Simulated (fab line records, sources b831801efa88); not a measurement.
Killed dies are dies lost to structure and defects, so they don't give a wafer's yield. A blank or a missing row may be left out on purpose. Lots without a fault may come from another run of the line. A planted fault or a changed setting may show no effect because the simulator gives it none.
fab line records | flow gf180mcu
record lots=11 wafers=32 last_day=34
route steps=602 shown DUAL_GATE@144 HV_LDD@231 M1@319 V2@408
lots that met no fault: from a run of the same line without faults
start_h: hours from the record's first day to the start of the lot's first wafer shown | wait_h: hours since the lot's step before | " the same as in the row above | L1.1+2: a row that stands for several wafers | - no value, or no start given | * or withheld: withheld | < > ~ a bound
route shown NAME@n: a module of which the file shows steps, and the number in the route of the first | usual: mean/standard deviation of fault-free wafers | same: alike in all rows | chamber/n: place in a boat | sites: the reading at each site | _std_site: their standard deviation | _edge_site: outer sites' mean less inner sites' | radius_mm: how far each site lies from the wafer's centre | mask NAME#n: copy n | behind: the tool/chamber that last shaped the wafer | hold: why the lot was held/for how many hours/how that ended | device: the transistor (n, p or np) that didn't switch | end of line: the same wafers' tests at the end of the route | a step without rows: its recipe alone | killed: dies lost to structure and defects at the first sort, not the wafer's yield | map: a wafer's dies, x killed, . not, _ none there
set.NAME: the setting as run; set.NAME@STEP: as run at that earlier step | model.NAME: the simulator's own value behind a step, which no gauge read
steps of the route over a sample of lots; a table a step, a row a wafer
services: from which hour (start_h, from the record's first day; less than 0 if before it) a tool's chamber was out of use, for how many hours, and why
## steps
# step GF_DUAL_GATE_THK_MEAS_03
# recipe reads=SiO2_of_DUAL_GATE_OXIDATION_02
# usual DUAL_GATE_OXIDATION_00_THK=10.88/0.23
# columns lot.wafer tool chamber start_h wait_h DUAL_GATE_OXIDATION_00_THK[nm]
L997.3 film_metro-03 - 166.95 0.0 10.66
L997.4 " - " " 10.69
L997.5 " - " " 10.50
L999.1 film_metro-02 - 183.46 0.0 10.90
L999.3 " - " " 10.83
L999.6 " - " " 11.01
L102.2 film_metro-04 - 203.49 0.0 11.18
L102.3 " - " " 11.20
L102.6 " - " " 11.22
L105.2 film_metro-04 - 217.94 0.0 10.67
L105.4 " - " " 10.53
L105.5 " - " " 10.81
L106.1 film_metro-03 - 224.51 0.0 11.15
L106.2 " - " " 11.28
L106.3 " - " " 11.23
L107.1 film_metro-03 - 234.02 0.0 11.16
L107.2 " - " " 11.32
L107.4 " - " " 11.20
L108.1 film_metro-04 - 241.17 0.0 10.74
L108.2 " - " " 10.85
L115.1 film_metro-04 - 289.16 0.0 10.74
L115.2 " - " " 11.01
L115.5 " - " " 10.84
L116.1 film_metro-04 - 298.16 0.0 11.00
L116.2 " - " " 10.81
L116.4 " - " " 10.89
L117.1 film_metro-04 - 299.82 0.0 10.83
L117.3 " - " " 10.66
L117.5 " - " " 10.88
L118.1 film_metro-03 - 304.28 0.0 10.80
L118.4 " - " " 10.97
L118.5 " - " " 11.01
# step GF_HV_LDD_THK_MEAS_55
# recipe reads=SiO2_of_HV_LDD_CVD_54
# usual HV_LDD_CVD_54_THK=9.93/0.13
# columns lot.wafer tool chamber start_h wait_h HV_LDD_CVD_54_THK[nm]
L997.3 film_metro-01 - 288.05 0.0 10.02
L997.4 " - " " 10.28
L997.5 " - " " 10.25
L999.1 film_metro-02 - 303.08 0.0 10.06
L999.3 " - " " 9.98
L999.6 " - " " 9.73
L102.2 film_metro-04 - 328.24 0.0 9.94
L102.3 " - " " 9.89
L102.6 " - " " 9.90
L105.2 film_metro-04 - 348.08 0.0 9.89
L105.4 " - " " 9.85
L105.5 " - " " 9.86
L106.1 film_metro-01 - 357.57 0.0 9.87
L106.2 " - " " 9.89
L106.3 " - " " 9.81
L107.1 film_metro-01 - 364.39 0.0 9.97
L107.2 " - " " 9.97
L107.4 " - " " 9.90
L108.1 film_metro-02 - 371.24 0.0 9.80
L108.2 " - " " 9.83
L115.1 film_metro-04 - 429.89 0.0 9.83
L115.2 " - " " 9.84
L115.5 " - " " 9.91
L116.1 film_metro-01 - 438.27 0.0 9.91
L116.2 " - " " 9.84
L116.4 " - " " 9.87
L117.1 film_metro-01 - 440.02 0.0 9.90
L117.3 " - " " 10.12
L117.5 " - " " 10.01
L118.1 film_metro-02 - 449.03 0.0 9.86
L118.4 " - " " 9.96
L118.5 " - " " 9.84
# step GF_M1_SPUTTER_04
# recipe material=TiN target_thk_nm=50 power_w=6500 time_s=41.7 chamber_pressure_pa=0.4
# usual throttle_valve_pct=30.0/0.85
# columns lot.wafer tool chamber start_h wait_h throttle_valve_pct
L997.3 pvd_sputter-01 - 378.53 0.0 30.8
L997.4 " - " " 29.7
L997.5 " - " " 30.4
L999.1 pvd_sputter-01 - 395.59 0.0 29.9
L999.3 " - " " 30.5
L999.6 " - " " 29.6
L102.2 pvd_sputter-04 - 423.35 0.0 29.5
L102.3 " - " " 31.2
L102.6 " - " " 28.8
L105.2 pvd_sputter-04 - 445.55 0.0 30.5
L105.4 " - " " 31.5
L105.5 " - " " 28.5
L106.1 pvd_sputter-04 - 457.45 0.0 29.4
L106.2 " - " " 30.3
L106.3 " - " " 30.9
L107.1 pvd_sputter-04 - 463.36 0.0 30.5
L107.2 " - " " 29.4
L107.4 " - " " 30.4
L108.1 pvd_sputter-04 - 470.50 0.0 29.6
L108.2 " - " " 30.9
L115.1 pvd_sputter-04 - 531.28 0.0 29.6
L115.2 " - " " 31.5
L115.5 " - " " 29.4
L116.1 pvd_sputter-04 - 539.09 0.0 29.5
L116.2 " - " " 30.7
L116.4 " - " " 28.7
L117.1 pvd_sputter-04 - 541.24 0.0 30.6
L117.3 " - " " 29.3
L117.5 " - " " 29.6
L118.1 pvd_sputter-02 - 547.73 0.0 29.5
L118.4 " - " " 29.6
L118.5 " - " " 29.4
# step GF_M1_RS_MEAS_05
# recipe thk_meas_gauge=four-point-probe reads=TiN_of_M1_SPUTTER_04+Ti_of_M1_SPUTTER_03+AlCu_of_M1_SPUTTER_02+TiN_of_M1_SPUTTER_01+Ti_of_M1_SPUTTER_00
# usual M1_ALCU_RS=0.0692/0.00082
# columns lot.wafer tool chamber start_h wait_h hold M1_ALCU_RS[ohm/sq]
L997.3 film_metro-01 - 378.61 0.1 - 0.0687
L997.4 " - " " - 0.0681
L997.5 " - " " - 0.0687
L999.1 film_metro-03 - 395.63 0.0 - 0.0688
L999.3 " - " " - 0.0680
L999.6 " - " " - 0.0681
L102.2 film_metro-03 - 423.41 0.0 - 0.0691
L102.3 " - " " - 0.0689
L102.6 " - " " - 0.0688
L105.2 film_metro-03 - 445.61 0.0 - 0.0687
L105.4 " - " " - 0.0687
L105.5 " - " " - 0.0686
L106.1 film_metro-03 - 457.53 0.0 await_dispo/0.2h/release 0.0693
L106.2 " - " " await_dispo/0.2h/release 0.0683
L106.3 " - " " await_dispo/0.2h/release 0.0688
L106.1 film_metro-03 - 457.82 0.3 - 0.0691
L106.2 " - " " - 0.0682
L106.3 " - " " - 0.0688
L107.1 film_metro-04 - 463.40 0.0 await_dispo/0.2h/release 0.0693
L107.2 " - " " await_dispo/0.2h/release 0.0692
L107.4 " - " " await_dispo/0.2h/release 0.0689
L107.1 film_metro-04 - 463.69 0.3 - 0.0694
L107.2 " - " " - 0.0692
L107.4 " - " " - 0.0688
L108.1 film_metro-04 - 470.54 0.0 await_dispo/0.2h/release 0.0686
L108.2 " - " " await_dispo/0.2h/release 0.0689
L108.1 film_metro-04 - 470.83 0.3 - 0.0684
L108.2 " - " " - 0.0687
L115.1 film_metro-03 - 531.32 0.0 - 0.0683
L115.2 " - " " - 0.0695
L115.5 " - " " - 0.0683
L116.1 film_metro-04 - 539.13 0.0 - 0.0687
L116.2 " - " " - 0.0692
L116.4 " - " " - 0.0682
L117.1 film_metro-04 - 541.28 0.0 - 0.0692
L117.3 " - " " - 0.0684
L117.5 " - " " - 0.0686
L118.1 film_metro-03 - 547.77 0.0 - 0.0702
L118.4 " - " " - 0.0706
L118.5 " - " " - 0.0702
# step GF_M1_THK_MEAS_06
# recipe thk_meas_gauge=xrf reads=AlCu_of_M1_SPUTTER_02
# usual M1_ALCU_THK=446/5.8
# columns lot.wafer tool chamber start_h wait_h hold M1_ALCU_THK[nm]
L997.3 film_metro-01 - 378.71 0.1 - 448
L997.4 " - " " - 453
L997.5 " - " " - 447
L999.1 film_metro-03 - 395.75 0.1 - 450
L999.3 " - " " - 455
L999.6 " - " " - 454
L102.2 film_metro-03 - 423.52 0.1 - 447
L102.3 " - " " - 446
L102.6 " - " " - 450
L105.2 film_metro-03 - 445.72 0.1 - 453
L105.4 " - " " - 454
L105.5 " - " " - 451
L106.1 film_metro-03 - 459.67 1.8 await_dispo/0.2h/release 412
L106.2 " - " " await_dispo/0.2h/release 456
L106.3 " - " " await_dispo/0.2h/release 450
L106.1 film_metro-03 - 459.90 0.2 - 411
L106.2 " - " " - 454
L106.3 " - " " - 449
L107.1 film_metro-04 - 467.28 3.6 await_dispo/0.2h/release 407
L107.2 " - " " await_dispo/0.2h/release 441
L107.4 " - " " await_dispo/0.2h/release 447
L107.1 film_metro-04 - 467.50 0.2 - 409
L107.2 " - " " - 441
L107.4 " - " " - 448
L108.1 film_metro-04 - 473.80 3.0 await_dispo/0.2h/release 412
L108.2 " - " " await_dispo/0.2h/release 447
L108.1 film_metro-04 - 474.02 0.2 - 411
L108.2 " - " " - 447
L115.1 film_metro-03 - 531.44 0.1 - 455
L115.2 " - " " - 447
L115.5 " - " " - 458
L116.1 film_metro-04 - 539.25 0.1 - 444
L116.2 " - " " - 444
L116.4 " - " " - 448
L117.1 film_metro-04 - 541.40 0.1 - 443
L117.3 " - " " - 450
L117.5 " - " " - 447
L118.1 film_metro-03 - 547.89 0.1 - 439
L118.4 " - " " - 440
L118.5 " - " " - 442
# step GF_V2_CMP_26
# recipe stop_on=SiO2 down_force_psi=3.5 platen_rpm=60 t_overpolish_s=15 target_thk_nm=0 pad_velocity_m_s=0.94248
# usual edge_zone_pressure_frac=1.000/0.0054 motor_current_A=11.4/1.1 overpolish_run_s=15.000/0.0097 time_to_endpoint_s=86/3.8
# same t_overpolish_s=15
# columns lot.wafer tool chamber start_h wait_h edge_zone_pressure_frac motor_current_A overpolish_run_s time_to_endpoint_s
L997.3 cmp-02 3 479.23 0.0 0.995 12.3 15.005 88
L997.4 " 1 " " 1.006 10.7 14.998 90
L997.5 " 0 " " 0.991 12.7 15.001 85
L999.3 cmp-01 0 496.91 0.0 1.019 10.5 15.003 83
L999.1 " 3 " " 1.002 11.5 15.007 86
L999.6 " 0 " " 1.006 9.7 14.991 78
L102.2 cmp-02 0 525.12 0.1 1.002 13.0 15.007 90
L102.3 " 2 " " 1.001 10.3 14.994 85
L102.6 " 0 " " 1.003 12.6 14.985 87
L105.4 cmp-01 2 545.36 0.1 1.001 12.7 14.986 79
L105.2 " 3 " " 1.003 11.4 15.002 85
L105.5 " 1 " " 0.996 10.7 15.014 85
L106.2 cmp-01 2 557.01 0.0 1.002 12.8 14.994 86
L106.3 " 3 " " 0.994 11.4 14.997 87
L106.1 " 0 " " 1.003 10.2 15.003 87
L107.4 cmp-02 0 562.29 0.1 0.996 12.8 15.001 93
L107.1 " 1 " " 0.996 10.1 15.001 94
L107.2 " 2 " " 1.009 10.6 15.012 87
L108.1 cmp-01 1 568.24 0.1 1.001 11.0 15.009 87
L108.2 " 3 " " 1.002 11.6 14.992 84
L115.2 cmp-02 3 624.01 0.1 0.997 10.9 15.008 89
L115.1 " 0 " " 0.997 12.9 14.988 88
L115.5 " 3 " " 0.991 11.2 14.999 88
L116.1 cmp-02 1 632.71 0.1 0.999 10.6 14.981 83
L116.2 " 3 " " 1.007 11.3 14.992 87
L116.4 " 0 " " 0.992 13.4 14.986 86
L117.3 cmp-02 1 633.06 0.1 0.995 10.2 15.013 86
L117.1 " 3 " " 1.009 11.0 14.998 88
L117.5 " 0 " " 1.002 13.2 14.999 88
L118.1 cmp-02 1 638.90 0.4 1.009 10.1 14.994 84
L118.4 " 0 " " 0.995 13.3 15.011 88
L118.5 " 2 " " 0.997 10.0 14.987 80
## services
# columns tool chamber start_h hours kind
cmp-01 - 365.85 1.1 repair
cmp-01 - 404.28 4.0 pm
cmp-01 - 408.28 - consumable_replace:conditioner
cmp-01 - 408.28 - consumable_replace:pad
cmp-01 - 414.72 2.2 repair
cmp-01 - 434.28 4.2 pm
cmp-01 - 443.47 1.9 repair
pvd_sputter-01 1 455.98 - consumable_replace:kit
pvd_sputter-01 1 455.98 18.0 scheduled_down
cmp-02 - 459.38 4.1 pm
pvd_sputter-04 0 460.70 - consumable_replace:kit
pvd_sputter-04 0 460.70 18.0 scheduled_down
pvd_sputter-04 0 460.70 18.0 vent_cycle
cmp-02 - 479.53 5.5 pm
pvd_sputter-01 - 488.02 1.3 repair
pvd_sputter-04 - 507.69 3.8 repair
cmp-02 - 572.00 4.0 pm
cmp-02 - 576.00 - consumable_replace:conditioner
cmp-02 - 576.00 - consumable_replace:pad
cmp-01 - 599.70 1.2 repair
pvd_sputter-01 - 605.51 0.9 repair
cmp-02 - 609.38 5.9 repair
pvd_sputter-02 - 627.58 1.6 repair
cmp-01 - 630.09 9.0 pm
## key
first_sign step=GF_M1_RS_MEAS_05 reading=visit direction=added
effect step=GF_M1_THK_MEAS_06 reading=visit direction=added
effect step=GF_M1_THK_MEAS_06 reading=M1_ALCU_THK direction=down sigmas=6.1 usual=446 struck=411
met_at GF_M1_SPUTTER_04
struck_lots L106,L107,L108
struck_wafers L106.1,L107.1,L108.1
not_acting_at GF_DUAL_GATE_THK_MEAS_03,GF_HV_LDD_THK_MEAS_55,GF_V2_CMP_26
onset_between 445.55 457.45
fault kind=process_parameter_drift tool=pvd_sputter-04 chamber=- onset_h=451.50 steps=GF_M1_SPUTTER_04 channel=target_thk_nm offset=40.463 shape=step end_h=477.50 scope=struck_wafers_only acts_in=these_recipes_only stated=50
